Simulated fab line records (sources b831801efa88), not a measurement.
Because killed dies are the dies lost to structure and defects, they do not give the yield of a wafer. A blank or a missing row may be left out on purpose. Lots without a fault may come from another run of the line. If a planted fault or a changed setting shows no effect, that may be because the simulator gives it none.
What tool caused it?    flow gf180mcu    12 lots, 36 wafers sampled, at 4 steps of a route of 602

WHAT EACH GAUGE READ, for each wafer
GF_VT_IMPLANT_OVL_MEAS_29. Usual: for VT_IMPLANT_02_OVL the level is 1.0 nm and the standard deviation is 1.4.
lot   measured      on          VT_IMPLANT_02_OVL (nm)  flag
L141  day 6 21:26   overlay-01  1.2 -0.4 1.3            
L143  day 7 14:29   overlay-01  2.0 -0.3 0.8            
L145  day 8 03:44   overlay-02  2.3 1.8 2.0             
L148  day 8 21:23   overlay-02  1.1 1.0 -0.9            
L149  day 9 05:05   overlay-01  1.3 2.3 0.5             
L153  day 10 04:35  overlay-01  - - -                   OFF
L158  day 11 13:28  overlay-02  -0.8 1.1 0.0            
L160  day 12 06:28  overlay-01  1.3 3.4 3.1             
L161  day 12 10:58  overlay-02  3.0 3.5 3.7             
L162  day 12 17:52  overlay-01  2.8 0.6 1.8             
L163  day 13 00:23  overlay-01  -0.2 -1.9 -1.6          
L164  day 13 09:16  overlay-01  1.2 -1.3 -0.6           

GF_VT_IMPLANT_TW_MEAS_32. Usual: for VT_IMPLANT_3_TW the level is 268.6 and the standard deviation is 2.6.
lot   measured      on            VT_IMPLANT_3_TW    flag
L141  day 6 21:43   filmMetro-03  272.6 271.9 272.5  
L143  day 7 14:46   filmMetro-04  266.3 265.6 265.8  
L145  day 8 04:01   filmMetro-04  267.4 267.6 267.5  
L148  day 8 21:40   filmMetro-03  270.8 271.2 268.7  
L149  day 9 05:22   filmMetro-04  269.7 269.7 267.9  
L153  day 10 04:52  filmMetro-03  30.3 30.4 30.4     OFF
L158  day 11 13:46  filmMetro-03  269.8 269.3 269.2  
L160  day 12 06:46  filmMetro-04  269.1 269.6 267.8  
L161  day 12 11:16  filmMetro-04  268.4 270.2 269.6  
L162  day 12 18:10  filmMetro-02  263.5 264.4 265.1  
L163  day 13 00:40  filmMetro-03  270.9 269.6 271.9  
L164  day 13 09:34  filmMetro-03  270.7 271.4 271.2  

GF_V2_THK_MEAS_01. Usual: for V2_CVD_00_THK the level is 597 nm and the standard deviation is 7.4.
lot   measured      on            V2_CVD_00_THK (nm)  flag
L141  day 19 05:06  filmMetro-04  596 599 602         
L143  day 20 11:41  filmMetro-03  590 589 593         
L145  day 21 08:07  filmMetro-04  603 599 591         
L148  day 22 06:52  filmMetro-01  592 603 597         
L149  day 22 17:10  filmMetro-03  604 601 604         
L158  day 25 13:46  filmMetro-01  604 603 601         
L160  day 26 04:43  filmMetro-04  597 581 596         
L161  day 26 10:49  filmMetro-04  595 595 595         
L162  day 26 21:49  filmMetro-04  594 590 597         
L163  day 27 01:43  filmMetro-01  584 593 605         
L164  day 27 08:28  filmMetro-01  592 604 599         

TOOL THAT RAN EACH LOT (tool first, then ch and the chambers of the sampled wafers, then the start)
lot   GF_VT_IMPLANT_EXPOSE_26
L141  ilineStepper-02 ch 0, day 6 13:44
L143  ilineStepper-01 ch 0, day 7 06:28
L145  ilineStepper-01 ch 0, day 7 19:37
L148  ilineStepper-02 ch 0, day 8 13:01
L149  ilineStepper-02 ch 0, day 8 20:29
L153  ilineStepper-02 ch 0, day 9 19:50
L158  ilineStepper-02 ch 0, day 11 03:58
L160  ilineStepper-02 ch 0, day 11 20:46
L161  ilineStepper-01 ch 0, day 12 01:03
L162  ilineStepper-02 ch 0, day 12 08:22
L163  ilineStepper-01 ch 0, day 12 14:28
L164  ilineStepper-02 ch 0, day 12 22:47
- GF_VT_IMPLANT_EXPOSE_26: exposes mask LVPWELL HV AREA, target cd 860 nm.

WHAT THE TOOLS THEMSELVES READ (means of the sampled wafers that have a number; where no wafer has one, the mark that the record gives instead)
The record holds no such reading with a usual standard deviation.

THE ANSWER, worked out from the rows above alone
Rule: a lot is off if the mean of its wafers that have a number lies more than 3 standard deviations from the usual mean. Also off: a lot with no number at a reading for which 4 or more lots have one. Any other lot the step has rows for is counted as sound. The gauges are gone through in route order, then the tools' own readings, and for those a lot's mean is taken as printed above. The first step at which some lot is off is used, and at that step the reading that is off furthest; a lot without a number counts as furthest.
Off: L153, at GF_VT_IMPLANT_OVL_MEAS_29 (VT_IMPLANT_02_OVL). Without a number there: L153.
A tool fits if, at a process step before that reading, it ran every lot that is off, and no sound lot after the first of them. The gauges at GF_VT_IMPLANT_OVL_MEAS_29 aren't tried: what is off there is off at GF_VT_IMPLANT_TW_MEAS_32 too, on other tools, and a gauge's error can't cause that. Of those tried, none fits.

WHAT HAD BEEN PUT IN BY THE SIMULATOR
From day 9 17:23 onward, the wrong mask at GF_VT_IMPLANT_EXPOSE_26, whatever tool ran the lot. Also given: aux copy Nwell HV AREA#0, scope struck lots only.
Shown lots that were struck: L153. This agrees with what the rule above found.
